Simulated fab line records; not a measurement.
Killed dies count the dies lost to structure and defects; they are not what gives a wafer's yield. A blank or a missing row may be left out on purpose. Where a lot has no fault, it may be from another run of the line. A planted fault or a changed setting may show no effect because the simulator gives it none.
Struck lot and sound lot, side by side + flow gf180mcu + 15 out of 602 route steps
Sound: wafers L338.3, L338.5, L338.6. Struck: wafers L352.2, L352.4, L352.6. The cause is given at the end.
Each step with rows lists, per side, the tool, then ch with its chambers, then its first start. Under that, the readings that differ: sound wafers + struck wafers + difference of the means + sigmas: that difference in standard deviations of wafers without a fault.
alike: readings whose means differ by less than 2 such deviations, and words and numbers that are the same on both sides. not compared: withheld readings, readings that some wafer has no value for, bounds like >300 that may hide the same value, and numbers for which the record gives no deviation and whose values overlap.
The two part at a step that has a row with sigmas, a row that says differs or no value, or rows on one side only. Non-overlapping numbers with no deviation appear without sigmas and do not part them. Lack of a reading on every wafer of one side parts them only where that side has two or more wafers.

first, 3 steps without rows for these wafers: GF_V1_EXPOSE_11 (exposes mask Via1, target cd 260 nm); GF_V1_PEB_12 (peb time 90 s); GF_V1_DEVELOP_13 (develop time 60 s).
GF_V1_CD_MEAS_14: the cd target is 260 nm.
  sound on cdSem-02 at day 17 19:39; struck on cdSem-01 at day 23 06:47
  alike: cdNm
GF_V1_OVL_MEAS_15:
  sound on overlay-01 at day 17 19:45; struck on overlay-01 at day 23 06:53
  alike: V1_OVL
GF_V1_ETCH_16: etches BARC in N2/H2.
  sound on rieDiel-03 ch 1,2, day 17 19:46; struck on rieDiel-03 ch 0,2, day 23 06:55
  alike: drypumpMotorCurrentA, oesProductAu, throttleValvePct
GF_V1_ETCH_17: etches SiO2 in C4F8/O2/Ar, stops on TiN, target depth 630 nm.
  sound: rieDiel-03 ch 1,2; struck: rieDiel-03 ch 0,2
  alike: oesProductAu
GF_V1_STRIP_18: strips in O2/N2.
  sound on plasmaAsher-03 ch 0,1, day 17 19:56; struck on plasmaAsher-03 ch 0,1, day 23 07:03
  alike: drypumpMotorCurrentA, heaterPowerW, oesProductAu
  not compared: rfHoursCounterH
then, 2 steps without rows for these wafers: GF_V1_STRIP_19 (strips in post etch residue remover, time 1200 s); GF_V1_CLEAN_20 (cleans in DIW).
GF_V1_SPUTTER_21: material Ti, target thk 15 nm, time 80.02 s.
  sound on pvdSputter-03 at day 17 20:26; struck on pvdSputter-02 at day 23 07:37
  alike: throttleValvePct
GF_V1_SPUTTER_22: material TiN, target thk 10 nm, time 40 s.
  sound on pvdSputter-03 at day 17 20:29; struck on pvdSputter-02 at day 23 07:40
  alike: throttleValvePct
GF_V1_CVD_23: deposits W, target thk 350 nm, time 105.05 s.
  sound on cvdW-01 ch 0,1, day 17 20:34; struck on cvdW-02 ch 1, day 23 07:43
| reading                         | sound             | struck            | difference | sigmas |
|---------------------------------|-------------------|-------------------|------------|--------|
| chamberPressureTorr (Torr)      | 39.87 39.98 40.06 | 37.64 37.69 37.69 | -2.30      | -26    |
| model.W_of_V1_CVD_23.thkNm (nm) | 349.1 343.7 348.3 | 339.3 343 341     | -5.9       |        |
  alike: heaterPowerW
GF_V1_RS_MEAS_24: measurement is done with a four-point probe.
  sound on filmMetro-03 at day 17 20:41; struck on filmMetro-03 at day 23 07:50
  alike: V1_W_RS
next, for these wafers, 1 step has no rows: GF_PASSIVATION_PROBE_99.

## WHERE THEY PART
Within this record, at GF_V1_CVD_23 only. Later steps at which nothing parts them and some readings are alike: GF_V1_RS_MEAS_24.

WHY: what the simulator had put in
cvdW-02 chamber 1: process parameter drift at GF_V1_CVD_23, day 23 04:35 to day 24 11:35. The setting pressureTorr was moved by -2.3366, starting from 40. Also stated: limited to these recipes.
